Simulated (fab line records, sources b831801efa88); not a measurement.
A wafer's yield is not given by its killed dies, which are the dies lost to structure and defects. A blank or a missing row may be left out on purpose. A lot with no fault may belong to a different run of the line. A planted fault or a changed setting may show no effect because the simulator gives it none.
Code-filled problem report in 8D (eight disciplines) form + flow gf180mcu + the parts of the form that need people (team, actions taken, sign-off) are left out

## 1. PROBLEM STATEMENT
Wafers free of any fault read 452 nm (standard deviation 5.2) for M1_ALCU_THK at GF_M1_THK_MEAS_06, against a mean of 426 nm on 3 wafers of 2 lots. That puts it -4.9 standard deviations away from the usual mean.
The step: measures by xrf.
First seen on wafer L385.4, day 21 05:51, on film-metro-01. Wafers with a number at this step in the record: 38, from 13 lots. Rule for "out" (also "out of limits"): further than 4 standard deviations from the usual mean. The other wafers with a number count as sound.

## 2. WHAT IT IS AND WHAT IT IS NOT
| question                    | is                           | is not                                                              |
|-----------------------------|------------------------------|---------------------------------------------------------------------|
| which readings at this step | M1_ALCU_THK                  | -                                                                   |
| which lots                  | L385, L387                   | L372, L373, L374, L375, L376, L377, L379, L380, L381, L382, L395    |
| which wafers of those lots  | L385.4, L387.1, L387.4       | L385.2, L385.6                                                      |
| read on which gauges        | film-metro-01, film-metro-03 | film-metro-04                                                       |
| when                        | from day 21 05:51            | up to then (32 sound wafers); but 3 sound wafers of L395 came after |

## 3. THE SUSPECTS, EACH WITH WHAT RULES IT OUT
Counting: a tool at a process step up to the reading stays a suspect if it ran every lot that is out. Sound lots after the first of them don't rule it out here, since some wafers of a struck lot are sound.
- the gauge at GF_M1_THK_MEAS_06: ruled out. The wafers that are out were read on 2 gauges (film-metro-01, film-metro-03).
- rie-diel-04 at GF_CONTACT_ETCH_17 (etches SiO2 in C4F8/O2/Ar, stops on CoSi2, target depth 860 nm): kept. It ran every lot that is out, first L385 (day 21 05:40); its last sound lot up to then is L382 (day 20 02:10). With no start given for some of its lots, GF_CONTACT_ETCH_17 uses the hours and lot order of GF_M1_SPUTTER_04.
- pvd-sputter-02 at GF_M1_SPUTTER_04 (material TiN, target thk 50 nm, time 41.7 s): kept. It ran every lot that is out, first L385 (day 21 05:40); its last sound lot up to then is L380 (day 18 19:26).
- Within rie-diel-04 at GF_CONTACT_ETCH_17: the wafers that are out ran in chambers 2, 3; their sound lot-mates ran in chamber 1.
The count leaves pvd-sputter-02 at GF_M1_SPUTTER_04 and rie-diel-04 at GF_CONTACT_ETCH_17.

## 4. THE CAUSE (what the simulator had put in)
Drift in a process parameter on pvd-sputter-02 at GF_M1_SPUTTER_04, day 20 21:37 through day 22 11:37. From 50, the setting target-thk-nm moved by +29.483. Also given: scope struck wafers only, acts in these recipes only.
2 suspects survive the count, and this tool is in that group.

## 5. SEQUENCE OF EFFECTS, ordered by route
Each row: a reading whose mean over the struck wafers that have a number lies more than 3 standard deviations from the usual. Readings are gone through only where the record gives a usual standard deviation; hours: the median, over the lots, of the time from a lot's start at the first step in this table giving one to that lot's start at this step; sigmas: the change measured in usual standard deviations.
| hours | step              | reading     | usual  | on struck wafers | change | sigmas |
|-------|-------------------|-------------|--------|------------------|--------|--------|
| 0     | GF_M1_THK_MEAS_06 | M1_ALCU_THK | 452 nm | 426              | -26    | -4.9   |

## 6. HOW IT WOULD HAVE BEEN CAUGHT EARLIER
8 hours passed between the start of the fault at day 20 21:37 and the first reading out of limits at a measuring or inspecting step in this record, taken at day 21 05:51.
Of the tool readings at GF_M1_SPUTTER_04 for which the record gives a usual standard deviation, none was out on any struck wafer, so an alarm limit of 4 standard deviations on them would not have fired.
Lots out: 2; of these, L387 started GF_M1_SPUTTER_04 on pvd-sputter-02 after day 21 05:51. It would have been spared by a hold on the tool at that moment.
